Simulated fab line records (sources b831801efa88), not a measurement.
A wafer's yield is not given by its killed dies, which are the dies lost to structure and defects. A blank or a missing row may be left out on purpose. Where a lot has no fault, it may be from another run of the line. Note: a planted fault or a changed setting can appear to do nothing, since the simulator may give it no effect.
Matching of chambers / flow sky130 / 4 sister chambers for SKY_VIA2_ETCH_15 on rie_diel-02
The step etches SiO2 in C4F8/O2/Ar, stops on TiN, target depth 546 nm, time 84 s. 24 wafers are shown with their chamber, then 12 later ones without.

== EACH WAFER AND ITS CHAMBER ==
wafer=L075.2; chamber=2; oes_product_au (a.u.)=0.939
wafer=L075.3; chamber=1; oes_product_au (a.u.)=0.941
wafer=L075.5; chamber=2; oes_product_au (a.u.)=0.937
wafer=L076.1; chamber=1; oes_product_au (a.u.)=0.944
wafer=L076.5; chamber=1; oes_product_au (a.u.)=0.942
wafer=L076.6; chamber=3; oes_product_au (a.u.)=0.938
wafer=L077.1; chamber=1; oes_product_au (a.u.)=0.939
wafer=L077.2; chamber=3; oes_product_au (a.u.)=0.939
wafer=L077.3; chamber=0; oes_product_au (a.u.)=0.938
wafer=L077.4; chamber=0; oes_product_au (a.u.)=0.933
wafer=L077.5; chamber=1; oes_product_au (a.u.)=0.942
wafer=L077.6; chamber=3; oes_product_au (a.u.)=0.943
wafer=L080.1; chamber=2; oes_product_au (a.u.)=0.939
wafer=L080.5; chamber=2; oes_product_au (a.u.)=0.936
wafer=L080.6; chamber=1; oes_product_au (a.u.)=0.935
wafer=L082.1; chamber=1; oes_product_au (a.u.)=0.946
wafer=L082.5; chamber=1; oes_product_au (a.u.)=0.941
wafer=L082.6; chamber=2; oes_product_au (a.u.)=0.938
wafer=L086.1; chamber=2; oes_product_au (a.u.)=0.950
wafer=L086.2; chamber=3; oes_product_au (a.u.)=0.942
wafer=L086.6; chamber=0; oes_product_au (a.u.)=0.939
wafer=L085.1; chamber=0; oes_product_au (a.u.)=0.944
wafer=L085.3; chamber=2; oes_product_au (a.u.)=0.928
wafer=L085.6; chamber=2; oes_product_au (a.u.)=0.938

SIGNATURES (averages over the wafers above)
reading=oes_product_au; chamber 0=0.93850; chamber 1=0.94125; chamber 2=0.93812; chamber 3=0.94050; scatter within a chamber=0.0045
Rule: for each reading, subtract the chamber's mean from the wafer's reading, divide by that reading's scatter and square the result; add these up over the readings and take the root, which gives the wafer's distance from the chamber. If the next closest chamber is less than 2 further off than the closest, the wafer can't be placed; otherwise it belongs to the closest. The scatter is the square root of a quotient: the sum, over the shown wafers, of each reading's squared deviation from its chamber's mean, divided by wafers minus chambers.

== WAFERS WITH NO CHAMBER GIVEN ==
wafer=L091.1; oes_product_au (a.u.)=0.944
wafer=L091.2; oes_product_au (a.u.)=0.941
wafer=L091.3; oes_product_au (a.u.)=0.938
wafer=L091.4; oes_product_au (a.u.)=0.945
wafer=L091.5; oes_product_au (a.u.)=0.938
wafer=L091.6; oes_product_au (a.u.)=0.941
wafer=L094.1; oes_product_au (a.u.)=0.942
wafer=L094.2; oes_product_au (a.u.)=0.941
wafer=L094.3; oes_product_au (a.u.)=0.948
wafer=L094.4; oes_product_au (a.u.)=0.942
wafer=L094.5; oes_product_au (a.u.)=0.935
wafer=L094.6; oes_product_au (a.u.)=0.930

== EACH ONE'S CHAMBER ==
wafer=L091.1; from the rows above=can't be placed: 1 or 3 or 0 or 2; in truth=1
wafer=L091.2; from the rows above=can't be placed: 1 or 3 or 0 or 2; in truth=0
wafer=L091.3; from the rows above=can't be placed: 2 or 0 or 3 or 1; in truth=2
wafer=L091.4; from the rows above=can't be placed: 1 or 3 or 0 or 2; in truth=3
wafer=L091.5; from the rows above=can't be placed: 2 or 0 or 3 or 1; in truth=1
wafer=L091.6; from the rows above=can't be placed: 1 or 3 or 0 or 2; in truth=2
wafer=L094.1; from the rows above=can't be placed: 1 or 3 or 0 or 2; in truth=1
wafer=L094.2; from the rows above=can't be placed: 1 or 3 or 0 or 2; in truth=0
wafer=L094.3; from the rows above=can't be placed: 1 or 3 or 0 or 2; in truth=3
wafer=L094.4; from the rows above=can't be placed: 1 or 3 or 0 or 2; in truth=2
wafer=L094.5; from the rows above=can't be placed: 2 or 0 or 3 or 1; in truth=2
wafer=L094.6; from the rows above=can't be placed: 2 or 0 or 3 or 1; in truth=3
Correct placement for 0 of the 12. These rows do not allow placing 12 (true chamber among the candidates in 12). Number placed wrongly: 0.
